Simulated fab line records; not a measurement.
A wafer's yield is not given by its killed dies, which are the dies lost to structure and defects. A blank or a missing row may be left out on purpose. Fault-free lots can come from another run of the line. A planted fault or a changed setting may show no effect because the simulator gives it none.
Check for tools in common :: flow gf180mcu :: Sample size 12 lots and 36 wafers

== WHAT PROMPTED THE OPENING ==
GF_NWELL_TW_MEAS_11, reading NWELL_TW: flagged on 2 of 12 lots. No-fault wafers: 1575, standard deviation 19.
Rule: a lot gets a flag if all its wafers with a number sit over 4 standard deviations from that mean, or if no wafer of it has a number. The rest of the lots are taken to be sound.

lot: L705
measured: day 3 16:20
on: filmMetro-03
NWELL_TW, wafer by wafer: 1588 1577 1582
flag: 

lot: L706
measured: day 3 20:00
on: filmMetro-04
NWELL_TW, wafer by wafer: 1551 1545 1549
flag: 

lot: L707
measured: day 3 23:37
on: filmMetro-02
NWELL_TW, wafer by wafer: 1599 1596 1584
flag: 

lot: L708
measured: day 4 06:29
on: filmMetro-02
NWELL_TW, wafer by wafer: 1713 1702 1717
flag: FLAGGED

lot: L710
measured: day 4 15:53
on: filmMetro-02
NWELL_TW, wafer by wafer: 1710 1709 1703
flag: FLAGGED

lot: L715
measured: day 5 19:57
on: filmMetro-03
NWELL_TW, wafer by wafer: 1571 1576 1582
flag: 

lot: L720
measured: day 7 00:13
on: filmMetro-04
NWELL_TW, wafer by wafer: 1561 1559 1559
flag: 

lot: L721
measured: day 7 05:40
on: filmMetro-04
NWELL_TW, wafer by wafer: 1562 1551 1559
flag: 

lot: L722
measured: day 7 12:02
on: filmMetro-04
NWELL_TW, wafer by wafer: 1562 1555 1554
flag: 

lot: L723
measured: day 7 15:44
on: filmMetro-02
NWELL_TW, wafer by wafer: 1609 1611 1611
flag: 

lot: L724
measured: day 7 21:23
on: filmMetro-03
NWELL_TW, wafer by wafer: 1586 1601 1585
flag: 

lot: L727
measured: day 8 15:33
on: filmMetro-02
NWELL_TW, wafer by wafer: 1589 1594 1600
flag: 
The numbers of the flagged lots are 1709 on average: +134 against the usual, or +7 standard deviations.

== LOT BY LOT: THE TOOL USED ==
The record keeps 1 process step preceding the reading, out of 602 steps on the route. Read each cell as the tool, then ch plus the chambers that the sampled wafers visited, then the start.
lot: L705
flag: 
GF_NWELL_IMPLANT_08: implanter-02 ch 0, day 3 15:56

lot: L706
flag: 
GF_NWELL_IMPLANT_08: implanter-02 ch 0, day 3 19:36

lot: L707
flag: 
GF_NWELL_IMPLANT_08: implanter-01 ch 0, day 3 23:13

lot: L708
flag: FLAGGED
GF_NWELL_IMPLANT_08: implanter-02 ch 0, day 4 06:07

lot: L710
flag: FLAGGED
GF_NWELL_IMPLANT_08: implanter-02 ch 0, day 4 15:31

lot: L715
flag: 
GF_NWELL_IMPLANT_08: implanter-03 ch 0, day 5 19:33

lot: L720
flag: 
GF_NWELL_IMPLANT_08: implanter-01 ch 0, day 6 23:49

lot: L721
flag: 
GF_NWELL_IMPLANT_08: implanter-01 ch 0, day 7 05:17

lot: L722
flag: 
GF_NWELL_IMPLANT_08: implanter-03 ch 0, day 7 11:38

lot: L723
flag: 
GF_NWELL_IMPLANT_08: implanter-01 ch 0, day 7 15:20

lot: L724
flag: 
GF_NWELL_IMPLANT_08: implanter-01 ch 0, day 7 20:59

lot: L727
flag: 
GF_NWELL_IMPLANT_08: implanter-01 ch 0, day 8 15:10
What these steps do:
- GF_NWELL_IMPLANT_08
- GF_NWELL_TW_MEAS_11

== FLAGGED OVER TOTAL, TOOL BY TOOL (the gauges that took the reading come last) ==
step: GF_NWELL_IMPLANT_08
tool: implanter-01
lots run: 6
flagged: 0
share of the flagged lots: none
sound lots run after its first flagged lot: -

step: GF_NWELL_IMPLANT_08
tool: implanter-02
lots run: 4
flagged: 2
share of the flagged lots: all
sound lots run after its first flagged lot: 0

step: GF_NWELL_IMPLANT_08
tool: implanter-03
lots run: 2
flagged: 0
share of the flagged lots: none
sound lots run after its first flagged lot: -

step: GF_NWELL_TW_MEAS_11
tool: filmMetro-02
lots run: 5
flagged: 2
share of the flagged lots: all
sound lots run after its first flagged lot: 2 (L723,L727)

step: GF_NWELL_TW_MEAS_11
tool: filmMetro-03
lots run: 3
flagged: 0
share of the flagged lots: none
sound lots run after its first flagged lot: -

step: GF_NWELL_TW_MEAS_11
tool: filmMetro-04
lots run: 4
flagged: 0
share of the flagged lots: none
sound lots run after its first flagged lot: -

== WHAT THE TABLE PERMITS ==
implanter-02 at GF_NWELL_IMPLANT_08 and filmMetro-02 at GF_NWELL_TW_MEAS_11 are the 2 rows of the table that ran each flagged lot.
- implanter-02 at GF_NWELL_IMPLANT_08: 2 of its 4 lots flagged. Last sound lot L706 at day 3 19:36, first flagged lot L708 at day 4 06:07; a fault beginning in between fits. Its own readings (doseIonsCm2, faradayCurrentUA) fall more than 4 standard deviations out on all wafers of the flagged lots.
- filmMetro-02 at GF_NWELL_TW_MEAS_11: 2 of its 5 lots flagged. Lots that were sound ran on it after the first flagged one (L723, L727); a persistent fault on the entire tool would not allow that.
What remains is a single tool, implanter-02 at GF_NWELL_IMPLANT_08.

== WHAT WAS PUT IN BY THE SIMULATOR ==
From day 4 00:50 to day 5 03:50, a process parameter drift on implanter-02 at GF_NWELL_IMPLANT_08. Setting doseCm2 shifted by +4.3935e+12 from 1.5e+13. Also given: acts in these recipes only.
Struck lots among those shown: L708, L710. This agrees with what the rule above found.
